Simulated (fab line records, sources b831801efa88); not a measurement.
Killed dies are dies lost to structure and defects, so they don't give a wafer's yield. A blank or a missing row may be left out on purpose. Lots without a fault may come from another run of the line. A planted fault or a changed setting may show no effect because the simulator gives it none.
fab line records | flow sky130
record lots=5 wafers=15 last_day=49
route steps=708 shown LI_CONTACT@367 LOCAL_INTERCONNECT@387
lots that met no fault: from a run of the same line without faults
start_h: hours from the record's first day to the start of the lot's first wafer shown | wait_h: hours since the lot's step before | " the same as in the row above | L1.1+2: a row that stands for several wafers | - no value, or no start given | * or withheld: withheld | < > ~ a bound
route shown NAME@n: a module of which the file shows steps, and the number in the route of the first | usual: mean/standard deviation of fault-free wafers | same: alike in all rows | chamber/n: place in a boat | sites: the reading at each site | _std_site: their standard deviation | _edge_site: outer sites' mean less inner sites' | radius_mm: how far each site lies from the wafer's centre | mask NAME#n: copy n | behind: the tool/chamber that last shaped the wafer | hold: why the lot was held/for how many hours/how that ended | device: the transistor (n, p or np) that didn't switch | end of line: the same wafers' tests at the end of the route | a step without rows: its recipe alone | killed: dies lost to structure and defects at the first sort, not the wafer's yield | map: a wafer's dies, x killed, . not, _ none there
set.NAME: the setting as run; set.NAME@STEP: as run at that earlier step | model.NAME: the simulator's own value behind a step, which no gauge read
lots at some steps of the route; a table a step, a row a wafer
services: from which hour (start_h, from the record's first day; less than 0 if before it) a tool's chamber was out of use, for how many hours, and why
## steps
# step SKY_LI_CONTACT_HMDS_05
# recipe prime_time_s=60 prime_temp_c=120
# usual exhaust_pa=45.1/0.8
# columns lot.wafer tool chamber start_h wait_h exhaust_pa
L075.1 litho_track-01 0 667.29 0.1 43.8
L075.5 " 0 " " 43.3
L075.6 " 0 " " 45.1
L088.1 litho_track-01 0 771.39 0.1 45.1
L088.2 " 0 " " 46.5
L088.3 " 0 " " 44.8
L089.4 litho_track-03 0 775.23 0.1 46.7
L089.5 " 0 " " 46.6
L089.6 " 0 " " 45.6
L093.1 litho_track-04 0 812.63 0.1 44.5
L093.3 " 0 " " 44.9
L093.5 " 0 " " 46.1
L095.2 litho_track-04 0 815.75 0.1 45.9
L095.5 " 0 " " 46.0
L095.6 " 0 " " 45.8
# step SKY_LI_CONTACT_COAT_06
# recipe resist=BARC temp_c=withheld time_s=withheld spin_rpm=3000 resist_thk_nm=60
# usual exhaust_pa=44.9/0.89
# columns lot.wafer tool chamber start_h wait_h exhaust_pa
L075.1 litho_track-01 0 667.44 0.1 44.1
L075.5 " 0 " " 44.3
L075.6 " 0 " " 45.1
L088.1 litho_track-01 0 771.54 0.1 44.6
L088.2 " 0 " " 44.2
L088.3 " 0 " " 43.3
L089.4 litho_track-03 0 775.38 0.1 44.2
L089.5 " 0 " " 44.4
L089.6 " 0 " " 44.9
L093.1 litho_track-04 0 812.78 0.1 45.9
L093.3 " 0 " " 45.8
L093.5 " 0 " " 44.7
L095.2 litho_track-04 0 815.90 0.1 44.4
L095.5 " 0 " " 44.6
L095.6 " 0 " " 44.7
# step SKY_LI_CONTACT_COAT_07
# recipe resist=KrF-thick spin_rpm=3000 resist_thk_nm=450
# usual exhaust_pa=44.9/0.8
# columns lot.wafer tool chamber start_h wait_h exhaust_pa
L075.1 litho_track-01 0 - - 44.8
L075.5 " 0 " " 44.9
L075.6 " 0 " " 45.4
L088.1 litho_track-01 0 - - 44.9
L088.2 " 0 " " 44.9
L088.3 " 0 " " 44.2
L089.4 litho_track-03 0 - - 46.1
L089.5 " 0 " " 44.4
L089.6 " 0 " " 46.0
L093.1 litho_track-04 0 - - 43.7
L093.3 " 0 " " 44.9
L093.5 " 0 " " 44.9
L095.2 litho_track-04 0 - - 44.4
L095.5 " 0 " " 44.6
L095.6 " 0 " " 44.5
# step SKY_LI_CONTACT_SOFTBAKE_08
# recipe temp_c=100 time_s=90 resist=KrF-thick
# usual exhaust_pa=44.8/0.83
# columns lot.wafer tool chamber start_h wait_h exhaust_pa
L075.1 litho_track-01 0 - - 44.2
L075.5 " 0 " " 44.2
L075.6 " 0 " " 43.3
L088.1 litho_track-01 0 - - 45.1
L088.2 " 0 " " 45.4
L088.3 " 0 " " 44.5
L089.4 litho_track-03 0 - - 45.2
L089.5 " 0 " " 44.6
L089.6 " 0 " " 44.6
L093.1 litho_track-04 0 - - 44.3
L093.3 " 0 " " 44.8
L093.5 " 0 " " 45.1
L095.2 litho_track-04 0 - - 44.2
L095.5 " 0 " " 44.7
L095.6 " 0 " " 43.7
# step SKY_LI_CONTACT_EXPOSE_09
# recipe mask_id=LICM1 na=0.8 source_shape=annular sigma_inner=0.55 sigma_outer=0.85 target_cd_nm=170 dose_mj=38
# same sigma_outer=0.85
# columns lot.wafer tool chamber start_h wait_h mask
L075.1+5+6 krf_scanner-01 0 - - LICM1#0
L088.1+2+3 krf_scanner-01 0 - - LICM1#0
L089.4+5+6 krf_scanner-01 0 - - LICM1#0
L093.1+3+5 krf_scanner-01 0 - - LICM1#0
L095.2+5+6 krf_scanner-01 0 - - LICM1#0
# step SKY_LI_CONTACT_PEB_10
# recipe peb_temp_c=withheld peb_time_s=withheld resist=KrF-thick
# usual exhaust_pa=44.8/0.94
# columns lot.wafer tool chamber start_h wait_h exhaust_pa
L075.1 litho_track-04 0 - - 44.5
L075.5 " 0 " " 42.9
L075.6 " 0 " " 45.0
L088.1 litho_track-03 0 - - 44.6
L088.2 " 0 " " 43.8
L088.3 " 0 " " 44.5
L089.4 litho_track-04 0 - - 42.9
L089.5 " 0 " " 45.1
L089.6 " 0 " " 44.9
L093.1 litho_track-01 0 - - 45.9
L093.3 " 0 " " 45.6
L093.5 " 0 " " 45.0
L095.2 litho_track-04 0 - - 45.1
L095.5 " 0 " " 45.0
L095.6 " 0 " " 45.9
# step SKY_LI_CONTACT_DEVELOP_11
# recipe develop_time_s=60 resist=KrF-thick dev_temp_c=21
# usual exhaust_pa=44.9/0.89
# columns lot.wafer tool chamber start_h wait_h exhaust_pa
L075.1 litho_track-04 0 - - 43.1
L075.5 " 0 " " 44.6
L075.6 " 0 " " 44.6
L088.1 litho_track-03 0 - - 44.2
L088.2 " 0 " " 44.2
L088.3 " 0 " " 43.4
L089.4 litho_track-04 0 - - 43.4
L089.5 " 0 " " 43.1
L089.6 " 0 " " 44.0
L093.1 litho_track-01 0 - - 43.5
L093.3 " 0 " " 43.4
L093.5 " 0 " " 42.8
L095.2 litho_track-04 0 - - 44.9
L095.5 " 0 " " 46.3
L095.6 " 0 " " 44.9
# step SKY_LI_CONTACT_CD_MEAS_12
# recipe target_cd_nm=170
# usual cd_nm=169.8/1.4
# columns lot.wafer tool chamber start_h wait_h cd_nm
L075.1 cd_sem-01 - 681.58 - 168.2
L075.5 " - " " 171.6
L075.6 " - " " 168.2
L088.1 cd_sem-02 - 785.55 - 169.2
L088.2 " - " " 169.3
L088.3 " - " " 171.1
L089.4 cd_sem-01 - 789.64 - 169.7
L089.5 " - " " 169.6
L089.6 " - " " 170.1
L093.1 cd_sem-02 - 825.99 - 167.7
L093.3 " - " " 168.3
L093.5 " - " " 167.3
L095.2 cd_sem-02 - 828.88 - 170.5
L095.5 " - " " 169.3
L095.6 " - " " 169.5
# step SKY_LI_CONTACT_OVL_MEAS_13
# usual LI_CONTACT_OVL=-2/5.2
# columns lot.wafer tool chamber start_h wait_h LI_CONTACT_OVL[nm]
L075.1 overlay-01 - 681.70 0.1 6
L075.5 " - " " 2
L075.6 " - " " 3
L088.1 overlay-01 - 785.67 0.1 2
L088.2 " - " " 1
L088.3 " - " " -1
L089.4 overlay-01 - 789.72 0.1 -1
L089.5 " - " " 0
L089.6 " - " " 4
L093.1 overlay-02 - 826.11 0.1 -9
L093.3 " - " " -6
L093.5 " - " " -4
L095.2 overlay-02 - 828.98 0.1 4
L095.5 " - " " -3
L095.6 " - " " -2
# step SKY_LI_CONTACT_ETCH_14
# recipe chemistry=N2/H2 target=BARC ion_energy_ev=200 source_w=500 bias_w=100 pressure_mtorr=30 n2_flow_sccm=100 h2_flow_sccm=200 stop_on=SiO2 time_s=45.9 target_depth_a=600
# usual bias_w=100.03/0.29 chamber_pressure_mTorr=29.999/0.027 drypump_motor_current_A=5.8/0.54 h2_flow_sccm=200.0/0.61 n2_flow_sccm=100.0/0.3 oes_product_au=0.855/0.0041 throttle_valve_pct=13.225/0.0096
# columns lot.wafer tool chamber start_h wait_h bias_w chamber_pressure_mTorr drypump_motor_current_A h2_flow_sccm n2_flow_sccm oes_product_au rf_hours_counter_h throttle_valve_pct
L075.1 rie_diel-04 2 681.73 0.0 100.17 30.011 6.3 199.8 100.3 0.854 7 13.227
L075.5 " 2 " " 100.00 29.984 6.3 199.1 100.2 0.861 - 13.232
L075.6 " 1 " " 100.03 29.977 6.4 200.8 100.4 0.852 - 13.215
L088.1 rie_diel-01 2 785.71 0.0 99.79 29.991 5.9 199.2 100.1 0.853 13 13.230
L088.2 " 1 " " 100.02 30.003 5.5 199.8 100.7 0.864 18 13.214
L088.3 " 0 " " 99.62 29.938 6.3 199.9 99.9 0.858 16 13.232
L089.4 rie_diel-01 0 789.74 0.0 99.93 29.981 6.4 199.5 99.9 0.849 16 13.234
L089.5 " 2 " " 100.03 29.957 5.9 200.5 100.6 0.856 - 13.233
L089.6 " 1 " " 99.85 29.995 5.5 200.2 100.5 0.853 - 13.227
L093.1 rie_diel-02 3 826.14 0.0 100.22 30.023 5.6 200.6 99.5 0.854 19 13.242
L093.3 " 2 " " 100.60 30.004 5.1 199.5 100.3 0.858 6 13.234
L093.5 " 1 " " 100.37 29.992 5.2 199.4 100.5 0.862 - 13.226
L095.2 rie_diel-01 0 829.01 0.0 100.19 30.027 6.3 201.2 99.9 0.845 17 13.227
L095.5 " 0 " " 100.19 29.980 6.3 200.6 100.0 0.851 - 13.219
L095.6 " 3 " " 100.42 30.028 5.8 199.1 100.6 0.852 - 13.215
# step SKY_LI_CONTACT_ETCH_15
# recipe target=PSG chemistry=C4F8/O2/Ar stop_on=Si taper_deg=4.15 mask_material=KrF-thick source_w=1500 bias_w=1200 pressure_mtorr=40 c4f8_flow_sccm=withheld O2_flow_sccm=6 Ar_flow_sccm=300 time_s=withheld target_depth_a=6000
# usual bias_w=1200/3.6 chamber_pressure_mTorr=40.00/0.037 oes_product_au=0.838/0.0053
# columns lot.wafer tool chamber start_h wait_h bias_w chamber_pressure_mTorr oes_product_au
L075.1 rie_diel-04 2 681.77 0.0 1197 40.04 0.827
L075.5 " 2 " " 1200 40.02 0.832
L075.6 " 1 " " 1203 40.00 0.843
L088.1 rie_diel-01 2 785.75 0.0 1208 40.06 0.835
L088.2 " 1 " " 1192 39.98 0.836
L088.3 " 0 " " 1201 40.04 0.841
L089.4 rie_diel-01 0 789.78 0.0 1204 40.06 0.844
L089.5 " 2 " " 1195 40.00 0.835
L089.6 " 1 " " 1197 39.96 0.829
L093.1 rie_diel-02 3 826.19 0.0 1199 40.01 0.828
L093.3 " 2 " " 1197 40.04 0.831
L093.5 " 1 " " 1192 39.99 0.834
L095.2 rie_diel-01 0 829.06 0.0 1201 40.06 0.832
L095.5 " 0 " " 1200 39.98 0.841
L095.6 " 3 " " 1201 39.96 0.840
# step SKY_LI_CONTACT_STRIP_16
# recipe chemistry=O2/N2 power_w=1400 pressure_mtorr=1500 platen_temp_c=withheld o2_flow_sccm=3000 n2_flow_sccm=300 overash_fraction=0.5
# usual chamber_pressure_mTorr=1500.1/1.4 drypump_motor_current_A=5.4/0.53 n2_flow_sccm=300.2/0.88 oes_product_au=0.375/0.0042 strip_time_to_endpoint_s=3.488/0.026
# columns lot.wafer tool chamber start_h wait_h chamber_pressure_mTorr drypump_motor_current_A n2_flow_sccm oes_product_au rf_hours_counter_h strip_time_to_endpoint_s
L075.1 plasma_asher-03 0 681.86 - 1497.0 6.1 301.5 0.372 59 3.518
L075.5 " 0 " " 1501.2 6.1 300.9 0.380 - 3.479
L075.6 " 1 " " 1498.3 5.0 301.3 0.371 - 3.491
L088.1 plasma_asher-02 0 785.84 - 1499.9 4.8 300.5 0.368 92 3.461
L088.2 " 1 " " 1500.0 4.8 299.0 0.381 92 3.529
L088.3 " 1 " " 1501.6 4.8 298.5 0.371 - 3.481
L089.4 plasma_asher-02 1 789.90 - 1500.8 4.8 299.7 0.370 - 3.459
L089.5 " 0 " " 1500.3 4.8 299.2 0.380 - 3.462
L089.6 " 1 " " 1502.4 4.8 300.6 0.377 - 3.501
L093.1 plasma_asher-02 1 826.27 - 1500.2 4.8 299.7 0.377 96 3.514
L093.3 " 1 " " 1499.6 4.8 300.5 0.367 - 3.515
L093.5 " 0 " " 1500.4 4.8 300.2 0.378 - 3.476
L095.2 plasma_asher-01 1 829.14 - 1500.6 5.7 299.5 0.378 9 3.456
L095.5 " 1 " " 1500.2 5.7 299.3 0.378 - 3.468
L095.6 " 0 " " 1499.3 5.9 300.3 0.369 - 3.476
# step SKY_LI_CONTACT_CLEAN_17
# recipe chemistry=NMP time_s=600 temp_c=60 dry=n2_spin
# columns lot.wafer tool chamber start_h wait_h
L075.1+5+6 wet_bench-03 1 681.96 0.1
L088.1+2+3 wet_bench-01 2 785.94 0.1
L089.4+5+6 wet_bench-01 3 790.05 0.1
L093.1+3+5 wet_bench-01 3 826.37 0.1
L095.2+5+6 wet_bench-03 1 829.24 0.1
# step SKY_LI_CONTACT_PRE_CLEAN_18
# recipe gas=Ar time_s=5.6 bias_v=358
# columns lot.wafer tool chamber start_h wait_h
L075.1+5+6 pvd_sputter-01 - 682.13 0.0
L088.1+2+3 pvd_sputter-03 - 786.13 0.0
L089.4+5+6 pvd_sputter-01 - 790.26 0.0
L093.1+3+5 pvd_sputter-01 - 826.56 0.0
L095.2+5+6 pvd_sputter-01 - 829.43 0.0
# step SKY_LI_CONTACT_SPUTTER_19
# recipe material=Ti target_thk_nm=20 chamber_pressure_pa=5 power_w=2500 substrate_temp_c=200 time_s=106.37
# usual throttle_valve_pct=29.8/0.72
# columns lot.wafer tool chamber start_h wait_h throttle_valve_pct
L075.1 pvd_sputter-01 - 682.15 0.0 29.3
L075.5 " - " " 29.5
L075.6 " - " " 28.8
L088.1 pvd_sputter-03 - 786.15 0.0 30.2
L088.2 " - " " 30.1
L088.3 " - " " 30.3
L089.4 pvd_sputter-01 - 790.28 0.0 29.6
L089.5 " - " " 30.5
L089.6 " - " " 29.5
L093.1 pvd_sputter-01 - 826.58 0.0 29.4
L093.3 " - " " 28.9
L093.5 " - " " 29.7
L095.2 pvd_sputter-01 - 829.45 0.0 29.5
L095.5 " - " " 29.8
L095.6 " - " " 29.5
# step SKY_LI_CONTACT_SPUTTER_20
# recipe material=TiN target_thk_nm=20 chamber_pressure_pa=5 power_w=4000 time_s=80
# usual throttle_valve_pct=29.8/0.76
# columns lot.wafer tool chamber start_h wait_h throttle_valve_pct
L075.1 pvd_sputter-01 - 682.23 0.0 29.5
L075.5 " - " " 29.8
L075.6 " - " " 28.7
L088.1 pvd_sputter-03 - 786.23 0.0 29.9
L088.2 " - " " 30.2
L088.3 " - " " 30.5
L089.4 pvd_sputter-01 - 790.35 0.0 29.5
L089.5 " - " " 30.7
L089.6 " - " " 29.7
L093.1 pvd_sputter-01 - 826.66 0.0 29.1
L093.3 " - " " 29.1
L093.5 " - " " 29.6
L095.2 pvd_sputter-01 - 829.53 0.0 29.4
L095.5 " - " " 29.9
L095.6 " - " " 29.3
# step SKY_LI_CONTACT_CVD_21
# recipe material=W target_thk_nm=400 time_s=120.56 temp_c=400 pressure_torr=40
# usual heater_power_w=938/130
# columns lot.wafer tool chamber start_h wait_h heater_power_w
L075.1 cvd_w-02 1 682.29 0.0 884
L075.5 " 0 " " 884
L075.6 " 1 " " 870
L088.1 cvd_w-02 0 786.30 0.0 912
L088.2 " 1 " " 907
L088.3 " 1 " " 885
L089.4 cvd_w-01 0 790.46 0.1 1189
L089.5 " 1 " " 845
L089.6 " 0 " " 1214
L093.1 cvd_w-01 1 826.72 0.0 840
L093.3 " 1 " " 837
L093.5 " 1 " " 840
L095.2 cvd_w-02 1 829.67 0.1 881
L095.5 " 0 " " 907
L095.6 " 1 " " 883
# step SKY_LI_CONTACT_RS_MEAS_22
# recipe thk_meas_gauge=four-point-probe reads=W_of_LI_CONTACT_CVD_21+TiN_of_LI_CONTACT_SPUTTER_20+Ti_of_LI_CONTACT_SPUTTER_19
# usual LI_CONTACT_W_RS=0.2865/0.0028
# columns lot.wafer tool chamber start_h wait_h LI_CONTACT_W_RS[ohm/sq]
L075.1 film_metro-03 - 682.42 0.1 0.2928
L075.5 " - " " 0.2886
L075.6 " - " " 0.2907
L088.1 film_metro-02 - 786.42 0.1 0.2895
L088.2 " - " " 0.2855
L088.3 " - " " 0.2881
L089.4 film_metro-03 - 790.60 0.1 0.2854
L089.5 " - " " 0.2873
L089.6 " - " " 0.2837
L093.1 film_metro-03 - 826.84 0.1 0.2880
L093.3 " - " " 0.2838
L093.5 " - " " 0.2855
L095.2 film_metro-02 - 829.81 0.1 0.2827
L095.5 " - " " 0.2845
L095.6 " - " " 0.2820
# step SKY_LI_CONTACT_THK_MEAS_23
# recipe thk_meas_gauge=xrf reads=W_of_LI_CONTACT_CVD_21
# usual LI_CONTACT_W_THK=403/5.4
# columns lot.wafer tool chamber start_h wait_h LI_CONTACT_W_THK[nm]
L075.1 film_metro-03 - 682.54 0.1 394
L075.5 " - " " 397
L075.6 " - " " 395
L088.1 film_metro-02 - 786.54 0.1 395
L088.2 " - " " 402
L088.3 " - " " 397
L089.4 film_metro-03 - 790.69 0.1 401
L089.5 " - " " 396
L089.6 " - " " 403
L093.1 film_metro-03 - 826.96 0.1 396
L093.3 " - " " 405
L093.5 " - " " 403
L095.2 film_metro-02 - 829.92 0.1 407
L095.5 " - " " 406
L095.6 " - " " 411
# step SKY_LI_CONTACT_CMP_24
# recipe stop_on=PSG t_overpolish_s=20 down_force_psi=3.5 platen_rpm=60 target_thk_nm=0 pad_velocity_m_s=0.94248
# usual edge_zone_pressure_frac=0.999/0.005 motor_current_A=10.8/1 overpolish_run_s=20.001/0.0088 platen_rpm=60.00/0.041 time_to_endpoint_s=95/3.8
# columns lot.wafer tool chamber start_h wait_h edge_zone_pressure_frac motor_current_A overpolish_run_s platen_rpm time_to_endpoint_s
L075.1 cmp-02 1 682.60 0.1 1.000 12.5 19.980 59.98 93
L075.6 " 1 " " 1.003 12.3 20.000 59.98 93
L075.5 " 2 " " 0.996 10.4 19.993 60.00 93
L088.2 cmp-02 1 786.65 0.1 0.993 12.2 20.008 60.07 92
L088.1 " 2 " " 1.009 10.9 19.977 60.06 92
L088.3 " 3 " " 1.004 10.4 19.997 60.00 91
L089.4 cmp-02 0 791.12 0.4 1.002 10.2 19.996 59.99 91
L089.5 " 2 " " 1.000 10.3 19.995 59.97 91
L089.6 " 3 " " 1.005 10.1 19.996 60.05 91
L093.3 cmp-01 2 827.02 0.0 0.994 9.7 20.008 60.02 93
L093.1 " 1 " " 1.003 10.4 19.999 60.03 91
L093.5 " 3 " " 1.005 10.7 20.007 60.00 95
L095.2 cmp-01 0 830.02 0.1 1.008 12.4 20.007 59.98 97
L095.6 " 3 " " 1.000 10.4 20.012 60.01 102
L095.5 " 0 " " 1.001 12.2 20.000 59.97 100
# step SKY_LOCAL_INTERCONNECT_SPUTTER_00
# recipe material=TiN target_thk_nm=100 temp_c=300 power_w=6500 time_s=83.3 chamber_pressure_pa=0.4
# usual throttle_valve_pct=30.1/1.2
# columns lot.wafer tool chamber start_h wait_h throttle_valve_pct
L075.1 pvd_sputter-04 - 682.90 0.2 32.4
L075.5 " - " " 29.0
L075.6 " - " " 32.5
L088.1 pvd_sputter-01 - 786.90 0.1 28.5
L088.2 " - " " 29.4
L088.3 " - " " 30.6
L089.4 pvd_sputter-04 - 791.32 0.1 28.1
L089.5 " - " " 28.1
L089.6 " - " " 32.2
L093.1 pvd_sputter-02 - 827.32 0.1 31.0
L093.3 " - " " 29.7
L093.5 " - " " 30.6
L095.2 pvd_sputter-04 - 830.27 0.2 29.1
L095.5 " - " " 28.2
L095.6 " - " " 30.0
# step SKY_LOCAL_INTERCONNECT_RS_MEAS_01
# recipe thk_meas_gauge=four-point-probe reads=TiN_of_LOCAL_INTERCONNECT_SPUTTER_00
# usual LOCAL_INTERCONNECT_TIN_RS=14.17/0.12
# columns lot.wafer tool chamber start_h wait_h LOCAL_INTERCONNECT_TIN_RS[ohm/sq]
L075.1 film_metro-01 - 682.96 0.0 14.42
L075.5 " - " " 14.19
L075.6 " - " " 14.24
L088.1 film_metro-02 - 786.97 0.0 14.10
L088.2 " - " " 14.05
L088.3 " - " " 14.04
L089.4 film_metro-01 - 791.44 0.1 14.19
L089.5 " - " " 14.17
L089.6 " - " " 14.26
L093.1 film_metro-01 - 827.39 0.0 14.26
L093.3 " - " " 14.22
L093.5 " - " " 14.27
L095.2 film_metro-02 - 830.36 0.1 14.16
L095.5 " - " " 14.09
L095.6 " - " " 14.16
# step SKY_LOCAL_INTERCONNECT_THK_MEAS_02
# recipe thk_meas_gauge=xrf reads=TiN_of_LOCAL_INTERCONNECT_SPUTTER_00
# usual LOCAL_INTERCONNECT_TIN_THK=99.4/0.72
# columns lot.wafer tool chamber start_h wait_h LOCAL_INTERCONNECT_TIN_THK[nm]
L075.1 film_metro-01 - 683.08 0.1 98.1
L075.5 " - " " 99.0
L075.6 " - " " 99.0
L088.1 film_metro-02 - 787.09 0.1 98.7
L088.2 " - " " 99.2
L088.3 " - " " 99.3
L089.4 film_metro-01 - 791.53 0.1 100.2
L089.5 " - " " 99.3
L089.6 " - " " 99.2
L093.1 film_metro-01 - 827.51 0.1 99.1
L093.3 " - " " 98.9
L093.5 " - " " 99.2
L095.2 film_metro-02 - 830.47 0.1 98.8
L095.5 " - " " 99.5
L095.6 " - " " 99.0
# step SKY_LOCAL_INTERCONNECT_DEHYDRATE_03
# recipe temp_c=200 time_s=60
# usual exhaust_pa=45.1/0.8
# columns lot.wafer tool chamber start_h wait_h exhaust_pa
L075.1 litho_track-02 0 696.29 13.2 45.0
L075.5 " 0 " " 44.6
L075.6 " 0 " " 45.5
L088.1 litho_track-02 0 799.64 12.5 45.2
L088.2 " 0 " " 45.5
L088.3 " 0 " " 44.4
L089.4 litho_track-01 0 803.71 12.2 45.3
L089.5 " 0 " " 46.9
L089.6 " 0 " " 46.2
L093.1 litho_track-02 0 840.14 12.6 44.6
L093.3 " 0 " " 44.5
L093.5 " 0 " " 45.5
L095.2 litho_track-02 0 843.31 12.8 46.0
L095.5 " 0 " " 46.4
L095.6 " 0 " " 46.7
# step SKY_LOCAL_INTERCONNECT_HMDS_04
# recipe prime_time_s=60 prime_temp_c=120
# usual exhaust_pa=45.0/0.91
# columns lot.wafer tool chamber start_h wait_h exhaust_pa
L075.1 litho_track-02 0 696.44 0.1 43.8
L075.5 " 0 " " 45.2
L075.6 " 0 " " 44.2
L088.1 litho_track-02 0 799.79 0.1 44.6
L088.2 " 0 " " 44.4
L088.3 " 0 " " 44.5
L089.4 litho_track-01 0 803.86 0.1 45.0
L089.5 " 0 " " 46.1
L089.6 " 0 " " 45.3
L093.1 litho_track-02 0 840.29 0.1 45.9
L093.3 " 0 " " 46.0
L093.5 " 0 " " 45.1
L095.2 litho_track-02 0 843.46 0.1 43.8
L095.5 " 0 " " 44.4
L095.6 " 0 " " 44.2
# step SKY_LOCAL_INTERCONNECT_COAT_05
# recipe resist=BARC temp_c=withheld time_s=withheld spin_rpm=3000 resist_thk_nm=60
# usual exhaust_pa=45.0/0.84
# columns lot.wafer tool chamber start_h wait_h exhaust_pa
L075.1 litho_track-02 0 696.59 0.1 45.2
L075.5 " 0 " " 45.5
L075.6 " 0 " " 45.0
L088.1 litho_track-02 0 799.94 0.1 46.5
L088.2 " 0 " " 45.9
L088.3 " 0 " " 46.1
L089.4 litho_track-01 0 804.01 0.1 45.2
L089.5 " 0 " " 44.8
L089.6 " 0 " " 45.2
L093.1 litho_track-02 0 840.44 0.1 45.4
L093.3 " 0 " " 45.3
L093.5 " 0 " " 45.2
L095.2 litho_track-02 0 843.61 0.1 44.2
L095.5 " 0 " " 45.0
L095.6 " 0 " " 44.8
# step SKY_LOCAL_INTERCONNECT_COAT_06
# recipe resist=KrF-thick spin_rpm=3000 resist_thk_nm=450
# usual exhaust_pa=44.8/0.87
# columns lot.wafer tool chamber start_h wait_h exhaust_pa
L075.1 litho_track-02 0 - - 46.0
L075.5 " 0 " " 45.2
L075.6 " 0 " " 45.5
L088.1 litho_track-02 0 - - 43.4
L088.2 " 0 " " 45.0
L088.3 " 0 " " 45.9
L089.4 litho_track-01 0 - - 44.2
L089.5 " 0 " " 45.4
L089.6 " 0 " " 45.7
L093.1 litho_track-02 0 - - 44.3
L093.3 " 0 " " 45.4
L093.5 " 0 " " 45.3
L095.2 litho_track-02 0 - - 45.8
L095.5 " 0 " " 44.3
L095.6 " 0 " " 44.6
# step SKY_LOCAL_INTERCONNECT_SOFTBAKE_07
# recipe temp_c=100 time_s=90 resist=KrF-thick
# usual exhaust_pa=45.0/0.86
# columns lot.wafer tool chamber start_h wait_h exhaust_pa
L075.1 litho_track-02 0 - - 43.3
L075.5 " 0 " " 45.0
L075.6 " 0 " " 45.1
L088.1 litho_track-02 0 - - 45.6
L088.2 " 0 " " 45.1
L088.3 " 0 " " 46.4
L089.4 litho_track-01 0 - - 45.2
L089.5 " 0 " " 46.4
L089.6 " 0 " " 45.4
L093.1 litho_track-02 0 - - 44.9
L093.3 " 0 " " 43.8
L093.5 " 0 " " 45.7
L095.2 litho_track-02 0 - - 44.9
L095.5 " 0 " " 46.0
L095.6 " 0 " " 45.4
# step SKY_LOCAL_INTERCONNECT_EXPOSE_08
# recipe mask_id=LI1M na=0.8 source_shape=annular sigma_inner=0.55 sigma_outer=0.85 target_cd_nm=170 dose_mj=28
# same sigma_outer=0.85
# columns lot.wafer tool chamber start_h wait_h mask
L075.1+5+6 krf_scanner-02 0 - - LI1M#0
L088.1+2+3 krf_scanner-02 0 - - LI1M#0
L089.4+5+6 krf_scanner-01 0 - - LI1M#0
L093.1+3+5 krf_scanner-01 0 - - LI1M#0
L095.2+5+6 krf_scanner-01 0 - - LI1M#0
# step SKY_LOCAL_INTERCONNECT_PEB_09
# recipe peb_temp_c=withheld peb_time_s=withheld resist=KrF-thick
# usual exhaust_pa=45.0/0.9
# columns lot.wafer tool chamber start_h wait_h exhaust_pa
L075.1 litho_track-01 0 - - 46.1
L075.5 " 0 " " 46.7
L075.6 " 0 " " 44.6
L088.1 litho_track-03 0 - - 44.3
L088.2 " 0 " " 46.6
L088.3 " 0 " " 44.0
L089.4 litho_track-01 0 - - 44.0
L089.5 " 0 " " 43.7
L089.6 " 0 " " 43.4
L093.1 litho_track-01 0 - - 45.5
L093.3 " 0 " " 45.4
L093.5 " 0 " " 46.7
L095.2 litho_track-03 0 - - 45.3
L095.5 " 0 " " 43.7
L095.6 " 0 " " 44.2
# step SKY_LOCAL_INTERCONNECT_DEVELOP_10
# recipe develop_time_s=60 resist=KrF-thick dev_temp_c=21
# usual exhaust_pa=45.2/0.92
# columns lot.wafer tool chamber start_h wait_h exhaust_pa
L075.1 litho_track-01 0 - - 47.0
L075.5 " 0 " " 45.4
L075.6 " 0 " " 46.9
L088.1 litho_track-03 0 - - 44.3
L088.2 " 0 " " 43.2
L088.3 " 0 " " 44.4
L089.4 litho_track-01 0 - - 44.4
L089.5 " 0 " " 45.2
L089.6 " 0 " " 45.2
L093.1 litho_track-01 0 - - 45.7
L093.3 " 0 " " 45.1
L093.5 " 0 " " 43.5
L095.2 litho_track-03 0 - - 45.3
L095.5 " 0 " " 45.2
L095.6 " 0 " " 46.0
# step SKY_LOCAL_INTERCONNECT_CD_MEAS_11
# recipe target_cd_nm=170
# usual cd_nm=169.7/1.9
# columns lot.wafer tool chamber start_h wait_h cd_nm
L075.1 cd_sem-01 - 711.14 - 167.6
L075.5 " - " " 167.1
L075.6 " - " " 166.8
L088.1 cd_sem-01 - 812.70 - 172.4
L088.2 " - " " 171.1
L088.3 " - " " 171.5
L089.4 cd_sem-01 - 817.90 - 167.8
L089.5 " - " " 166.7
L089.6 " - " " 167.4
L093.1 cd_sem-02 - 853.74 - 171.9
L093.3 " - " " 173.7
L093.5 " - " " 171.1
L095.2 cd_sem-01 - 856.68 - 170.5
L095.5 " - " " 171.5
L095.6 " - " " 171.2
# step SKY_LOCAL_INTERCONNECT_OVL_MEAS_12
# usual LOCAL_INTERCONNECT_OVL=0/6
# columns lot.wafer tool chamber start_h wait_h LOCAL_INTERCONNECT_OVL[nm]
L075.1 overlay-01 - 711.26 0.1 2
L075.5 " - " " 10
L075.6 " - " " -3
L088.1 overlay-02 - 812.82 0.1 -6
L088.2 " - " " 5
L088.3 " - " " -2
L089.4 overlay-02 - 817.98 0.1 -10
L089.5 " - " " 1
L089.6 " - " " -10
L093.1 overlay-02 - 853.86 0.1 -2
L093.3 " - " " -7
L093.5 " - " " -8
L095.2 overlay-01 - 856.78 0.1 -4
L095.5 " - " " -2
L095.6 " - " " 3
## services
# columns tool chamber start_h hours kind
rie_diel-01 1 644.21 18.2 repair
krf_scanner-01 - 653.52 1.0 pm
wet_bench-01 - 655.17 1.9 pm
rie_diel-01 3 657.49 3.3 repair
rie_diel-01 - 662.48 2.8 pm
pvd_sputter-03 - 662.99 3.5 repair
cmp-02 - 669.75 1.1 repair
cvd_w-02 - 677.23 2.6 repair
plasma_asher-02 - 679.76 4.4 repair
plasma_asher-02 - 698.93 2.8 pm
krf_scanner-01 - 699.57 1.3 pm
cmp-02 - 706.73 1.7 repair
cvd_w-02 0 709.28 3.3 repair
pvd_sputter-03 - 714.53 1.8 repair
cvd_w-02 - 717.43 4.3 pm
krf_scanner-01 - 719.86 0.2 repair
cmp-02 - 744.24 4.0 pm
cvd_w-02 0 755.18 2.6 repair
krf_scanner-01 - 789.22 2.7 repair
krf_scanner-01 - 800.41 0.8 pm
rie_diel-01 3 813.41 4.5 repair
krf_scanner-01 - 822.52 1.0 pm
krf_scanner-01 - 829.56 3.0 repair
rie_diel-01 2 846.09 5.6 repair
## key
fault none
